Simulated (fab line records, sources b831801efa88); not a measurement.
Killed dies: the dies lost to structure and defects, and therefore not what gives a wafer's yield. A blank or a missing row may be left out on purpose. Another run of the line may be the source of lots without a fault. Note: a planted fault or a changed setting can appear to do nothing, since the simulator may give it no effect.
fab line records / flow sky130
record: lots: 5 wafers: 15 last-day: 48
route steps=708 shown VIA4@653 METAL5@661 PASSIVATION@681 PAD_OPEN@694
lots with no fault: from the same line, run without faults
start-h: hours from the record's first day to the start of the lot's first wafer shown / wait-h: how many hours have passed since the lot's step before this one / " same as the row above / L1.1+2: one row covering several wafers at once / - no value present, or no start provided / * or withheld: withheld / < > ~ a bound
route shown NAME@n: NAME is a module with steps in the file, n the number in the route of the first one / usual: mean/standard deviation of fault-free wafers / same: alike in all rows / chamber/n: place in a boat / sites: per-site readings / _std_site: the values' standard deviation / _edge_site: inner sites' mean taken away from outer sites' mean / radius-mm: how far each site lies from the wafer's centre / mask NAME#n: copy n / behind: tool/chamber where the wafer was last shaped / hold: cause of the lot's hold/its duration in hours/its outcome / device: the transistor (n, p or np) that didn't switch / end of line: at the end of the route, the tests of the same wafers / a step given without rows: its recipe and nothing more / killed: dies lost to structure and defects at the first sort, not the wafer's yield / map: a wafer's dies, x killed, . not, _ none there
set.NAME: the setting as run; set.NAME@STEP: as run at that earlier step / model.NAME: the simulator's own value behind a step, which no gauge read
lots at selected steps of the route; one table per step, one row per wafer
services: from which hour (start-h, from the record's first day; less than 0 if before it) a tool's chamber was out of use, for how many hours, and why
== steps ==
step: SKY_VIA4_STRIP_14
recipe: chemistry: post-etch-residue-remover time-s: 1200 temp-c: 72.5
step: SKY_VIA4_CLEAN_15
recipe: chemistry: IPA time-s: 180 temp-c: 25
step: SKY_VIA4_CLEAN_16
recipe: chemistry: O3/DIW dry: n2-spin
step: SKY_VIA4_SPUTTER_17
recipe: material: TiN target-thk-nm: 20 chamber-pressure-pa: 5 power-w: 4000 time-s: 80
step: SKY_VIA4_CVD_18
recipe: material: W target-thk-nm: 505 time-s: 152.14 temp-c: 400 pressure-torr: 40
step: SKY_VIA4_CMP_21
recipe: stop-on: SiO2 t-overpolish-s: 25 down-force-psi: 3.5 platen-rpm: 60 target-thk-nm: 0 pad-velocity-m-s: 0.94248
step: SKY_METAL5_SPUTTER_00
recipe: material: Ti target-thk-nm: 15 power-w: 3000 time-s: 10 chamber-pressure-pa: 0.4
step: SKY_METAL5_SPUTTER_01
recipe: material: TiN target-thk-nm: 20 power-w: 6500 time-s: 16.7 chamber-pressure-pa: 0.4
step: SKY_METAL5_SPUTTER_02
recipe: material: AlCu target-thk-nm: 1150 power-w: 10600 time-s: 61.2 chamber-pressure-pa: 0.4
step: SKY_METAL5_SPUTTER_03
recipe: material: Ti target-thk-nm: 5 power-w: 3000 time-s: 3.3 chamber-pressure-pa: 0.4
step: SKY_METAL5_SPUTTER_04
recipe: material: TiN target-thk-nm: 70 power-w: 6500 time-s: 58.3 chamber-pressure-pa: 0.4
usual: cathode-dc-power-W: 6500.0/1.2 throttle-valve-pct: 29.5/0.9
lot.wafer=L146.1 tool=pvd-sputter-03 chamber=- start-h=1021.72 wait-h=0.0 cathode-dc-power-W=6500.5 throttle-valve-pct=28.7
lot.wafer=L146.3 tool=pvd-sputter-03 chamber=- start-h=1021.72 wait-h=0.0 cathode-dc-power-W=6499.3 throttle-valve-pct=28.7
lot.wafer=L146.4 tool=pvd-sputter-03 chamber=- start-h=1021.72 wait-h=0.0 cathode-dc-power-W=6500.6 throttle-valve-pct=28.8
lot.wafer=L149.4 tool=pvd-sputter-03 chamber=- start-h=1036.02 wait-h=0.0 cathode-dc-power-W=6501.8 throttle-valve-pct=28.8
lot.wafer=L149.5 tool=pvd-sputter-03 chamber=- start-h=1036.02 wait-h=0.0 cathode-dc-power-W=6500.4 throttle-valve-pct=28.7
lot.wafer=L149.6 tool=pvd-sputter-03 chamber=- start-h=1036.02 wait-h=0.0 cathode-dc-power-W=6499.9 throttle-valve-pct=28.8
lot.wafer=L150.2 tool=pvd-sputter-03 chamber=- start-h=1042.99 wait-h=0.0 cathode-dc-power-W=6499.9 throttle-valve-pct=28.9
lot.wafer=L150.5 tool=pvd-sputter-03 chamber=- start-h=1042.99 wait-h=0.0 cathode-dc-power-W=6501.0 throttle-valve-pct=28.6
lot.wafer=L150.6 tool=pvd-sputter-03 chamber=- start-h=1042.99 wait-h=0.0 cathode-dc-power-W=6499.8 throttle-valve-pct=28.7
lot.wafer=L151.1 tool=pvd-sputter-03 chamber=- start-h=1053.69 wait-h=0.0 cathode-dc-power-W=6499.0 throttle-valve-pct=28.8
lot.wafer=L151.5 tool=pvd-sputter-03 chamber=- start-h=1053.69 wait-h=0.0 cathode-dc-power-W=6498.1 throttle-valve-pct=28.8
lot.wafer=L151.6 tool=pvd-sputter-03 chamber=- start-h=1053.69 wait-h=0.0 cathode-dc-power-W=6500.3 throttle-valve-pct=29.0
lot.wafer=L157.2 tool=pvd-sputter-04 chamber=- start-h=1093.08 wait-h=0.0 cathode-dc-power-W=6498.5 throttle-valve-pct=29.0
lot.wafer=L157.5 tool=pvd-sputter-04 chamber=- start-h=1093.08 wait-h=0.0 cathode-dc-power-W=6500.1 throttle-valve-pct=29.0
lot.wafer=L157.6 tool=pvd-sputter-04 chamber=- start-h=1093.08 wait-h=0.0 cathode-dc-power-W=6501.5 throttle-valve-pct=28.6
step: SKY_METAL5_DEHYDRATE_07
recipe: temp-c: 200 time-s: 60
step: SKY_METAL5_HMDS_08
recipe: prime-time-s: 60 prime-temp-c: 120
step: SKY_METAL5_COAT_09
recipe: resist: NOVOLAK spin-rpm: 3000 resist-thk-nm: 1800
step: SKY_METAL5_SOFTBAKE_10
recipe: temp-c: 90 time-s: 60 resist: NOVOLAK
step: SKY_METAL5_EXPOSE_11
recipe: mask-id: MM5 na: 0.6 source-shape: conventional sigma-outer: 0.6 polarization: unpolarized target-cd-nm: 1600 dose-mj: 190
step: SKY_METAL5_PEB_12
recipe: temp-c: withheld time-s: * resist: NOVOLAK
step: SKY_METAL5_DEVELOP_13
recipe: resist: NOVOLAK developer: TMAH develop-time-s: 60 dev-temp-c: 23
step: SKY_METAL5_DESCUM_14
recipe: chemistry: O2 source-power-w: 150 bias-power-w: 0 pressure-mtorr: 10 temp-c: 40 time-s: 11
step: SKY_METAL5_METAL_ETCH_15
recipe: target-depth-a: 12600 stop-on: SiO2 over-etch-frac: 0.2 time-s: 252 chemistry: Cl2/BCl3 resist-sidewall-deg: 86 pressure-mtorr: 10 icp-w: 900 bias-w: 48.5 Cl2_flow_sccm: 60 bcl3-flow-sccm: 30
step: SKY_METAL5_STRIP_16
recipe: chemistry: O2/N2 power-w: 1400 pressure-mtorr: 1500 platen-temp-c: withheld o2-flow-sccm: 3000 n2-flow-sccm: 300 overash-fraction: 0.5
step: SKY_METAL5_STRIP_17
recipe: chemistry: post-etch-residue-remover time-s: 1200 temp-c: 72.5
step: SKY_METAL5_CLEAN_18
recipe: chemistry: IPA time-s: 180 temp-c: 25
step: SKY_METAL5_CLEAN_19
recipe: chemistry: O3/DIW dry: n2-spin
step: SKY_PASSIVATION_CVD_00
recipe: material: SiO2 target-thk-nm: 90 temp-c: 400 time-s: withheld rf-w: 600
step: SKY_PASSIVATION_CVD_02
recipe: material: Si3N4 target-thk-nm: 540 temp-c: 400 time-s: withheld rf-w: 450
step: SKY_PASSIVATION_DEHYDRATE_04
recipe: temp-c: 200 time-s: 60
step: SKY_PASSIVATION_HMDS_05
recipe: prime-time-s: 60 prime-temp-c: 120
step: SKY_PASSIVATION_COAT_06
recipe: spin-rpm: 2000 resist-thk-nm: 3000
step: SKY_PASSIVATION_SOFTBAKE_07
recipe: temp-c: 110 time-s: withheld
step: SKY_PASSIVATION_EXPOSE_08
recipe: mask-id: NSM target-cd-nm: 3000 na: 0.57 dose-mj: 260
step: SKY_PASSIVATION_PEB_09
recipe: temp-c: 115 time-s: withheld
step: SKY_PASSIVATION_DEVELOP_10
recipe: develop-time-s: 60 dev-temp-c: 23
step: SKY_PASSIVATION_ETCH_11
recipe: chemistry: CF4/O2 target-depth-nm: 725 stop-on: AlCu source-w: 800 bias-w: 150 pressure-mtorr: 150 cf4-flow-sccm: 80 O2_flow_sccm: 10 time-s: 161.1
step: SKY_PASSIVATION_STRIP_12
recipe: chemistry: O2/N2 power-w: 1400 pressure-mtorr: 1500 platen-temp-c: withheld overash-fraction: 0.7 o2-flow-sccm: 3000 n2-flow-sccm: 300
step: SKY_PAD_OPEN_DEHYDRATE_00
recipe: temp-c: 200 time-s: 60
step: SKY_PAD_OPEN_PROBE_99
usual: defect-limited-yield: 82.3/2 killed_at_M0_to_M3: 43/7 killed_at_M4_up: 3.5/1.9 killed-at-contacts: 24/5.3 killed-at-front-end: 15/4.4 killed-at-other: 0.3/0.69 killed-dies: 87/9.7 killed-open: 48/7 killed-short: 39/6.4 sort_bin_3_pad_short: 0.9/0.46 sort_bin_5_function: 10.5/1.4 sort_bin_6_memory: 6.3/1.2 sort-n-pass: 405/9.7 sort-yield-pct: 82.3/2
same: gross-dies: 492 killed-at-back-side: 0 sort_bin_4_leakage[%]: 0 sort_bin_8_speed[%]: 0
lot.wafer=L146.1 tool=prober-01 chamber=- start-h=1087.96 wait-h=0.1 defect-limited-yield[%]=82.3 killed_at_M0_to_M3=46 killed_at_M4_up=3 killed-at-contacts=22 killed-at-front-end=16 killed-at-other=0 killed-dies=87 killed-open=50 killed-short=37 sort_bin_3_pad_short[%]=1.2 sort_bin_5_function[%]=10.0 sort_bin_6_memory[%]=6.5 sort-n-pass=405 sort-yield-pct[%]=82.3 model.etest.tester.sort-n-pass=405 model.etest.tester.sort-yield-pct=82.32 model.etest.tester.sort_bin_5_pct=9.959 model.etest.tester.sort_bin_3_pct=1.22
lot.wafer=L146.3 tool=prober-01 chamber=- start-h=1088.06 wait-h=0.2 defect-limited-yield[%]=83.9 killed_at_M0_to_M3=40 killed_at_M4_up=4 killed-at-contacts=24 killed-at-front-end=11 killed-at-other=0 killed-dies=79 killed-open=49 killed-short=30 sort_bin_3_pad_short[%]=0.4 sort_bin_5_function[%]=10.4 sort_bin_6_memory[%]=5.3 sort-n-pass=413 sort-yield-pct[%]=83.9 model.etest.tester.sort-n-pass=413 model.etest.tester.sort-yield-pct=83.94 model.etest.tester.sort_bin_5_pct=10.37 model.etest.tester.sort_bin_3_pct=0.4065
lot.wafer=L146.4 tool=prober-01 chamber=- start-h=1088.11 wait-h=0.2 defect-limited-yield[%]=79.7 killed_at_M0_to_M3=58 killed_at_M4_up=5 killed-at-contacts=20 killed-at-front-end=17 killed-at-other=0 killed-dies=100 killed-open=60 killed-short=40 sort_bin_3_pad_short[%]=1.4 sort_bin_5_function[%]=10.6 sort_bin_6_memory[%]=8.3 sort-n-pass=392 sort-yield-pct[%]=79.7 model.etest.tester.sort-n-pass=392 model.etest.tester.sort-yield-pct=79.67 model.etest.tester.sort_bin_5_pct=10.57 model.etest.tester.sort_bin_3_pct=1.423
lot.wafer=L149.4 tool=prober-01 chamber=- start-h=1102.54 wait-h=0.2 defect-limited-yield[%]=74.0 killed_at_M0_to_M3=38 killed_at_M4_up=46 killed-at-contacts=23 killed-at-front-end=20 killed-at-other=1 killed-dies=128 killed-open=49 killed-short=36 sort_bin_3_pad_short[%]=1.4 sort_bin_5_function[%]=17.7 sort_bin_6_memory[%]=6.9 sort-n-pass=364 sort-yield-pct[%]=74.0 model.etest.tester.sort-n-pass=364 model.etest.tester.sort-yield-pct=73.98 model.etest.tester.sort_bin_5_pct=17.68 model.etest.tester.sort_bin_3_pct=1.423
lot.wafer=L149.5 tool=prober-01 chamber=- start-h=1102.59 wait-h=0.2 defect-limited-yield[%]=74.8 killed_at_M0_to_M3=41 killed_at_M4_up=50 killed-at-contacts=22 killed-at-front-end=11 killed-at-other=0 killed-dies=124 killed-open=43 killed-short=33 sort_bin_3_pad_short[%]=2.0 sort_bin_5_function[%]=15.7 sort_bin_6_memory[%]=7.5 sort-n-pass=368 sort-yield-pct[%]=74.8 model.etest.tester.sort-n-pass=368 model.etest.tester.sort-yield-pct=74.8 model.etest.tester.sort_bin_5_pct=15.65 model.etest.tester.sort_bin_3_pct=2.033
lot.wafer=L149.6 tool=prober-01 chamber=- start-h=1102.64 wait-h=0.2 defect-limited-yield[%]=76.4 killed_at_M0_to_M3=48 killed_at_M4_up=43 killed-at-contacts=15 killed-at-front-end=10 killed-at-other=0 killed-dies=116 killed-open=41 killed-short=34 sort_bin_3_pad_short[%]=1.6 sort_bin_5_function[%]=13.8 sort_bin_6_memory[%]=8.1 sort-n-pass=376 sort-yield-pct[%]=76.4 model.etest.tester.sort-n-pass=376 model.etest.tester.sort-yield-pct=76.42 model.etest.tester.sort_bin_5_pct=13.82 model.etest.tester.sort_bin_3_pct=1.626
lot.wafer=L150.2 tool=prober-02 chamber=- start-h=1108.78 wait-h=0.1 defect-limited-yield[%]=74.8 killed_at_M0_to_M3=43 killed_at_M4_up=41 killed-at-contacts=21 killed-at-front-end=19 killed-at-other=0 killed-dies=124 killed-open=45 killed-short=40 sort_bin_3_pad_short[%]=1.0 sort_bin_5_function[%]=18.1 sort_bin_6_memory[%]=6.1 sort-n-pass=368 sort-yield-pct[%]=74.8 model.etest.tester.sort-n-pass=368 model.etest.tester.sort-yield-pct=74.8 model.etest.tester.sort_bin_5_pct=18.09 model.etest.tester.sort_bin_3_pct=1.016
lot.wafer=L150.5 tool=prober-02 chamber=- start-h=1108.93 wait-h=0.2 defect-limited-yield[%]=80.1 killed_at_M0_to_M3=44 killed_at_M4_up=21 killed-at-contacts=26 killed-at-front-end=7 killed-at-other=0 killed-dies=98 killed-open=49 killed-short=29 sort_bin_3_pad_short[%]=0.8 sort_bin_5_function[%]=13.8 sort_bin_6_memory[%]=5.3 sort-n-pass=394 sort-yield-pct[%]=80.1 model.etest.tester.sort-n-pass=394 model.etest.tester.sort-yield-pct=80.08 model.etest.tester.sort_bin_5_pct=13.82 model.etest.tester.sort_bin_3_pct=0.813
lot.wafer=L150.6 tool=prober-02 chamber=- start-h=1108.98 wait-h=0.2 defect-limited-yield[%]=72.2 killed_at_M0_to_M3=48 killed_at_M4_up=41 killed-at-contacts=23 killed-at-front-end=23 killed-at-other=2 killed-dies=137 killed-open=52 killed-short=44 sort_bin_3_pad_short[%]=1.2 sort_bin_5_function[%]=17.1 sort_bin_6_memory[%]=9.6 sort-n-pass=355 sort-yield-pct[%]=72.2 model.etest.tester.sort-n-pass=355 model.etest.tester.sort-yield-pct=72.15 model.etest.tester.sort_bin_5_pct=17.07 model.etest.tester.sort_bin_3_pct=1.22
lot.wafer=L151.1 tool=prober-01 chamber=- start-h=1118.23 wait-h=0.1 defect-limited-yield[%]=73.8 killed_at_M0_to_M3=50 killed_at_M4_up=45 killed-at-contacts=21 killed-at-front-end=13 killed-at-other=0 killed-dies=129 killed-open=51 killed-short=37 sort_bin_3_pad_short[%]=2.4 sort_bin_5_function[%]=15.0 sort_bin_6_memory[%]=8.7 sort-n-pass=363 sort-yield-pct[%]=73.8 model.etest.tester.sort-n-pass=363 model.etest.tester.sort-yield-pct=73.78 model.etest.tester.sort_bin_5_pct=15.04 model.etest.tester.sort_bin_3_pct=2.439
lot.wafer=L151.5 tool=prober-01 chamber=- start-h=1118.43 wait-h=0.2 defect-limited-yield[%]=76.2 killed_at_M0_to_M3=35 killed_at_M4_up=42 killed-at-contacts=25 killed-at-front-end=15 killed-at-other=0 killed-dies=117 killed-open=43 killed-short=35 sort_bin_3_pad_short[%]=2.4 sort_bin_5_function[%]=14.6 sort_bin_6_memory[%]=6.7 sort-n-pass=375 sort-yield-pct[%]=76.2 model.etest.tester.sort-n-pass=375 model.etest.tester.sort-yield-pct=76.22 model.etest.tester.sort_bin_5_pct=14.63 model.etest.tester.sort_bin_3_pct=2.439
lot.wafer=L151.6 tool=prober-01 chamber=- start-h=1118.48 wait-h=0.2 defect-limited-yield[%]=73.6 killed_at_M0_to_M3=47 killed_at_M4_up=47 killed-at-contacts=27 killed-at-front-end=9 killed-at-other=0 killed-dies=130 killed-open=49 killed-short=37 sort_bin_3_pad_short[%]=3.0 sort_bin_5_function[%]=15.7 sort_bin_6_memory[%]=7.7 sort-n-pass=362 sort-yield-pct[%]=73.6 model.etest.tester.sort-n-pass=362 model.etest.tester.sort-yield-pct=73.58 model.etest.tester.sort_bin_5_pct=15.65 model.etest.tester.sort_bin_3_pct=3.049
lot.wafer=L157.2 tool=prober-01 chamber=- start-h=1154.42 wait-h=0.1 defect-limited-yield[%]=80.5 killed_at_M0_to_M3=54 killed_at_M4_up=4 killed-at-contacts=25 killed-at-front-end=13 killed-at-other=0 killed-dies=96 killed-open=53 killed-short=42 sort_bin_3_pad_short[%]=1.2 sort_bin_5_function[%]=10.0 sort_bin_6_memory[%]=8.3 sort-n-pass=396 sort-yield-pct[%]=80.5 model.etest.tester.sort-n-pass=396 model.etest.tester.sort-yield-pct=80.49 model.etest.tester.sort_bin_5_pct=9.959 model.etest.tester.sort_bin_3_pct=1.22
lot.wafer=L157.5 tool=prober-01 chamber=- start-h=1154.57 wait-h=0.2 defect-limited-yield[%]=79.7 killed_at_M0_to_M3=56 killed_at_M4_up=4 killed-at-contacts=24 killed-at-front-end=16 killed-at-other=0 killed-dies=100 killed-open=61 killed-short=38 sort_bin_3_pad_short[%]=0.8 sort_bin_5_function[%]=11.4 sort_bin_6_memory[%]=8.1 sort-n-pass=392 sort-yield-pct[%]=79.7 model.etest.tester.sort-n-pass=392 model.etest.tester.sort-yield-pct=79.67 model.etest.tester.sort_bin_5_pct=11.38 model.etest.tester.sort_bin_3_pct=0.813
lot.wafer=L157.6 tool=prober-01 chamber=- start-h=1154.62 wait-h=0.2 defect-limited-yield[%]=81.9 killed_at_M0_to_M3=55 killed_at_M4_up=3 killed-at-contacts=17 killed-at-front-end=14 killed-at-other=0 killed-dies=89 killed-open=52 killed-short=36 sort_bin_3_pad_short[%]=0.8 sort_bin_5_function[%]=9.6 sort_bin_6_memory[%]=7.7 sort-n-pass=403 sort-yield-pct[%]=81.9 model.etest.tester.sort-n-pass=403 model.etest.tester.sort-yield-pct=81.91 model.etest.tester.sort_bin_5_pct=9.553 model.etest.tester.sort_bin_3_pct=0.813
killed by level:class
L146.1 VIA1:geometric-particle:open=20 CONTACT:geometric-particle:short=6 CONTACT:geometric-particle:open=6 VIA1:geometric-particle:short=6 FIELD_ISO:geometric-particle:short=5 LI_CONTACT:geometric-particle:open=5 POLY_GATE:geometric-particle:short=5 VIA2:geometric-particle:open=5
L146.3 VIA1:geometric-particle:open=14 CONTACT:geometric-particle:open=10 VIA3:geometric-particle:open=8 LOCAL_INTERCONNECT:geometric-particle:short=5 METAL1:geometric-particle:short=4 FIELD_ISO:geometric-particle:open=3 FIELD_ISO:geometric-particle:short=3 CONTACT:geometric-particle:short=3
L146.4 VIA1:geometric-particle:open=18 CONTACT:geometric-particle:open=10 VIA2:geometric-particle:open=10 VIA1:geometric-particle:short=8 METAL2:geometric-particle:short=8 FIELD_ISO:geometric-particle:open=5 METAL1:geometric-particle:short=5 VIA3:geometric-particle:open=5
L149.4 METAL5:unspecified=42 VIA1:geometric-particle:open=10 CONTACT:geometric-particle:open=9 FIELD_ISO:geometric-particle:open=7 VIA2:geometric-particle:open=7 METAL2:geometric-particle:short=6 LI_CONTACT:geometric-particle:open=5 FIELD_ISO:geometric-particle:short=4
L149.5 METAL5:unspecified=48 VIA1:geometric-particle:open=8 VIA2:geometric-particle:open=8 LI_CONTACT:geometric-particle:open=8 CONTACT:geometric-particle:open=6 METAL1:geometric-particle:short=5 METAL2:geometric-particle:short=5 CONTACT:geometric-particle:short=4
L149.6 METAL5:unspecified=41 VIA2:geometric-particle:open=12 VIA1:geometric-particle:open=8 CONTACT:geometric-particle:open=7 VIA2:geometric-particle:short=6 METAL2:geometric-particle:short=5 METAL1:geometric-particle:short=5 VIA1:geometric-particle:short=4
L150.2 METAL5:unspecified=39 CONTACT:geometric-particle:open=9 VIA1:geometric-particle:open=9 VIA3:geometric-particle:open=7 VIA2:geometric-particle:short=6 FIELD_ISO:geometric-particle:open=5 LI_CONTACT:geometric-particle:open=5 VIA3:geometric-particle:short=5
L150.5 METAL5:unspecified=18 CONTACT:geometric-particle:open=11 VIA2:geometric-particle:open=10 VIA1:geometric-particle:open=7 LI_CONTACT:geometric-particle:open=6 VIA3:geometric-particle:open=5 VIA3:geometric-particle:short=5 CONTACT:geometric-particle:short=4
L150.6 METAL5:unspecified=38 VIA2:geometric-particle:open=10 VIA1:geometric-particle:open=10 CONTACT:geometric-particle:short=8 FIELD_ISO:geometric-particle:short=6 LI_CONTACT:geometric-particle:open=6 VIA3:geometric-particle:open=5 METAL1:geometric-particle:short=5
L151.1 METAL5:unspecified=41 VIA3:geometric-particle:open=11 CONTACT:geometric-particle:open=9 VIA1:geometric-particle:open=9 LI_CONTACT:geometric-particle:open=7 METAL2:geometric-particle:short=7 FIELD_ISO:geometric-particle:open=5 FIELD_ISO:geometric-particle:short=5
L151.5 METAL5:unspecified=39 CONTACT:geometric-particle:open=14 VIA1:geometric-particle:open=7 LI_CONTACT:geometric-particle:open=6 METAL2:geometric-particle:short=5 FIELD_ISO:geometric-particle:short=4 METAL1:geometric-particle:short=4 VIA2:geometric-particle:open=4
L151.6 METAL5:unspecified=44 LI_CONTACT:geometric-particle:open=8 CONTACT:geometric-particle:open=8 VIA1:geometric-particle:open=8 VIA3:geometric-particle:open=8 METAL1:geometric-particle:short=6 FIELD_ISO:geometric-particle:open=5 VIA2:geometric-particle:open=5
L157.2 VIA2:geometric-particle:open=11 VIA1:geometric-particle:open=11 CONTACT:geometric-particle:short=7 VIA1:geometric-particle:short=7 LI_CONTACT:geometric-particle:open=6 LOCAL_INTERCONNECT:geometric-particle:short=5 CONTACT:geometric-particle:open=5 METAL1:geometric-particle:short=5
L157.5 VIA1:geometric-particle:open=12 VIA3:geometric-particle:open=12 CONTACT:geometric-particle:open=11 METAL1:geometric-particle:short=7 METAL2:geometric-particle:short=6 VIA1:geometric-particle:short=6 VIA2:geometric-particle:open=6 FIELD_ISO:geometric-particle:open=4
L157.6 VIA1:geometric-particle:open=16 CONTACT:geometric-particle:open=9 VIA3:geometric-particle:open=7 VIA2:geometric-particle:open=6 VIA3:geometric-particle:short=6 METAL2:geometric-particle:short=4 METAL3:geometric-particle:short=4 FIELD_ISO:geometric-particle:open=3
map L149.4 (x killed, . not)
__________..xx..x..x_________
________.............._______
______...x...x....x...xx_____
_____.xx.................____
____.x........x.......x...___
___x........x....x....x..x.__
__.......xx..........x.x.x.._
_.x..x..x.....x...xxx.xxx.x..
_.....x......x.x...xxxxxxxxx.
_.....x...x...x....xxxxxxxxx.
_............x..x...xxxxxxx..
_..............x...xxxxxxxxxx
_..............x.....x.xx.xx.
_.x........x..........x......
_.......xx...x........xx.....
__x...xx....x....x.......xx._
___.x.xxxxx....xx.....x....__
____...x.......x..xxxx.x..___
_____x....xx..x.......x..____
______....xxx.........x._____
________.............._______
__________x.x.....x._________
map L150.6 (x killed, . not)
__________.x......x._________
________..........x..._______
______..xx.....x...xx..._____
_____..x.x.....x.....x...____
____.x.....x......x..x...x___
___xx......xxxxx....xx....x__
__...x.x........x..........._
_.xx.......................xx
_x..x....xx....xx.x..x...xxxx
_.....x......................
_..............x.x....x......
_.x..xxx.x.xx..x.x..x.x....xx
_........x....x.......xxx....
_.......x...xx.....x..x......
_.............x.............x
__x.......x..x.xx.....x.xx.._
___..x.x....xxxxxx.........__
____x.......xxxxxxxx.x....___
_____.xx...xxxxxxxx...xxx____
______x.....xxxxxxx..xx._____
________.....xxxxxxx.._______
__________.xx.xxxx.._________
== services ==
tool=pvd-sputter-03 chamber=1 start-h=1053.74 hours=- kind=consumable-replace:kit
tool=pvd-sputter-03 chamber=1 start-h=1053.74 hours=18.0 kind=scheduled-down
tool=pvd-sputter-03 chamber=1 start-h=1053.74 hours=18.0 kind=vent-cycle
tool=pvd-sputter-04 chamber=- start-h=1070.49 hours=1.3 kind=repair
tool=pvd-sputter-03 chamber=- start-h=1072.75 hours=3.6 kind=repair
== key ==
first-sign: step: SKY_PAD_OPEN_PROBE_99 reading: killed_at_M4_up direction: up sigmas: 20 usual: 3.5 struck: 41.8
effect: step: SKY_PAD_OPEN_PROBE_99 reading: sort_bin_5_function direction: up sigmas: 3.8 usual: 10.5 struck: 15.7
model-effect: step: SKY_PAD_OPEN_PROBE_99 value: etest.tester.sort-n-pass without: 403.4 struck: 369.4
met-at SKY_METAL5_SPUTTER_04
struck-wafers L149.4,L149.5,L149.6,L150.2,L150.5,L150.6,L151.1,L151.5,L151.6
onset-between 1021.72 1036.02
fault: kind: chamber-particle-source tool: pvd-sputter-03 chamber: - onset-h: 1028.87 steps: SKY_METAL5_SPUTTER_04 rate-per-visit-cm2: 0.45159 end-h: 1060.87
